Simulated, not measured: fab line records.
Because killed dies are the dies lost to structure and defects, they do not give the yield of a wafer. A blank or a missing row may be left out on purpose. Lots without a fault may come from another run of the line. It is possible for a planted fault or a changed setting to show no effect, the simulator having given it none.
The tool behind it: which one? / flow gf180mcu / Sampling: 12 lots, 36 wafers, 4 of 602 route steps

WHAT EACH GAUGE READ, for each wafer
GF_M5_CD_MEAS_07 targets a cd of 280 nm.
lot=L075; measured=day 26 22:08; on=cdSem-02; cdNm (nm)=280.1 279.6 278.6
lot=L077; measured=day 27 07:37; on=cdSem-01; cdNm (nm)=281.3 281.9 282.0
lot=L079; measured=day 28 08:30; on=cdSem-01; cdNm (nm)=278.8 280.5 280.4
lot=L081; measured=day 28 18:15; on=cdSem-01; cdNm (nm)=279.5 281.1 280.8
lot=L083; measured=day 29 06:47; on=cdSem-01; cdNm (nm)=278.6 279.0 280.0
lot=L085; measured=day 30 05:31; on=cdSem-01; cdNm (nm)=278.2 278.8 278.6
lot=L087; measured=day 30 10:13; on=cdSem-02; cdNm (nm)=280.1 280.8 281.1
lot=L090; measured=day 31 11:43; on=cdSem-02; cdNm (nm)=282.6 282.7 281.6
lot=L091; measured=day 31 19:37; on=cdSem-01; cdNm (nm)=280.0 280.0 280.0
lot=L093; measured=day 32 01:59; on=cdSem-02; cdNm (nm)=278.9 277.9 278.9
lot=L095; measured=day 32 11:55; on=cdSem-01; cdNm (nm)=278.6 280.3 279.4
lot=L097; measured=day 32 21:20; on=cdSem-02; cdNm (nm)=281.7 281.1 281.2

TOOL THAT RAN EACH LOT (tool first, then ch and the chambers of the sampled wafers, then the start)
lot=L075; GF_M4_METAL_ETCH_16=rieMetal-03 ch 0,1, day 24 02:15; GF_MIM_SPUTTER_00=pvdSputter-03, day 25 03:15; GF_MIM_SPUTTER_07=pvdSputter-04, day 25 03:34
lot=L077; GF_M4_METAL_ETCH_16=rieMetal-04 ch 0,1, day 24 13:35; GF_MIM_SPUTTER_00=pvdSputter-04, day 25 14:00; GF_MIM_SPUTTER_07=pvdSputter-02, day 25 14:19
lot=L079; GF_M4_METAL_ETCH_16=rieMetal-02 ch 0,1, day 25 15:02; GF_MIM_SPUTTER_00=pvdSputter-02, day 26 14:50; GF_MIM_SPUTTER_07=pvdSputter-04, day 26 15:10
lot=L081; GF_M4_METAL_ETCH_16=rieMetal-04 ch 0,1, day 26 01:42; GF_MIM_SPUTTER_00=pvdSputter-03, day 27 01:29; GF_MIM_SPUTTER_07=pvdSputter-04, day 27 01:49
lot=L083; GF_M4_METAL_ETCH_16=rieMetal-02 ch 0,1, day 26 15:34; GF_MIM_SPUTTER_00=pvdSputter-04, day 27 14:59; GF_MIM_SPUTTER_07=pvdSputter-02, day 27 15:19
lot=L085; GF_M4_METAL_ETCH_16=rieMetal-04 ch 0,1, day 27 14:10; GF_MIM_SPUTTER_00=pvdSputter-03, day 28 12:17; GF_MIM_SPUTTER_07=pvdSputter-04, day 28 15:32
lot=L087; GF_M4_METAL_ETCH_16=rieMetal-02 ch 0,1, day 27 21:59; GF_MIM_SPUTTER_00=pvdSputter-02, day 28 20:01; GF_MIM_SPUTTER_07=pvdSputter-04, day 28 20:20
lot=L090; GF_M4_METAL_ETCH_16=rieMetal-03 ch 0,1, day 28 23:36; GF_MIM_SPUTTER_00=pvdSputter-04, day 29 22:11; GF_MIM_SPUTTER_07=pvdSputter-02, day 29 22:31
lot=L091; GF_M4_METAL_ETCH_16=rieMetal-03 ch 0,1, day 29 09:25; GF_MIM_SPUTTER_00=pvdSputter-02, day 30 07:26; GF_MIM_SPUTTER_07=pvdSputter-03, day 30 07:44
lot=L093; GF_M4_METAL_ETCH_16=rieMetal-02 ch 0,1, day 29 17:57; GF_MIM_SPUTTER_00=pvdSputter-03, day 30 14:36; GF_MIM_SPUTTER_07=pvdSputter-04, day 30 14:55
lot=L095; GF_M4_METAL_ETCH_16=rieMetal-04 ch 0,1, day 30 04:07; GF_MIM_SPUTTER_00=pvdSputter-04, day 31 00:32; GF_MIM_SPUTTER_07=pvdSputter-03, day 31 00:52
lot=L097; GF_M4_METAL_ETCH_16=rieMetal-02 ch 0,1, day 30 14:24; GF_MIM_SPUTTER_00=pvdSputter-04, day 31 11:14; GF_MIM_SPUTTER_07=pvdSputter-03, day 31 11:34
- GF_M4_METAL_ETCH_16: etches the open film in Cl2/BCl3, stops on SiO2, target depth 627.5 nm, time 104.6 s.
- GF_MIM_SPUTTER_00: material Ti, target thk 37.5 nm, time 150 s.
- GF_MIM_SPUTTER_07: material TiN, target thk 60 nm, time 50 s.

THE ANSWER, worked out from the rows above alone
Rule: the usual values come from the lots themselves. Put in order of their means at a reading, lots are off if they are a third of the lots or fewer, leave a main group of 4 or more, and stand apart from it by a gap of 3 or more times the standard deviation of the main group's means; of several such gaps the widest counts. A main group whose means are all the same, to the digits that the tables above print for the reading, isn't used. Also off: a lot with no number at a reading for which 4 or more lots have one. The other lots that the step has rows for count as sound.
None of the lots is off at any reading shown; this tells nothing.

WHAT THE SIMULATOR HAD PUT IN
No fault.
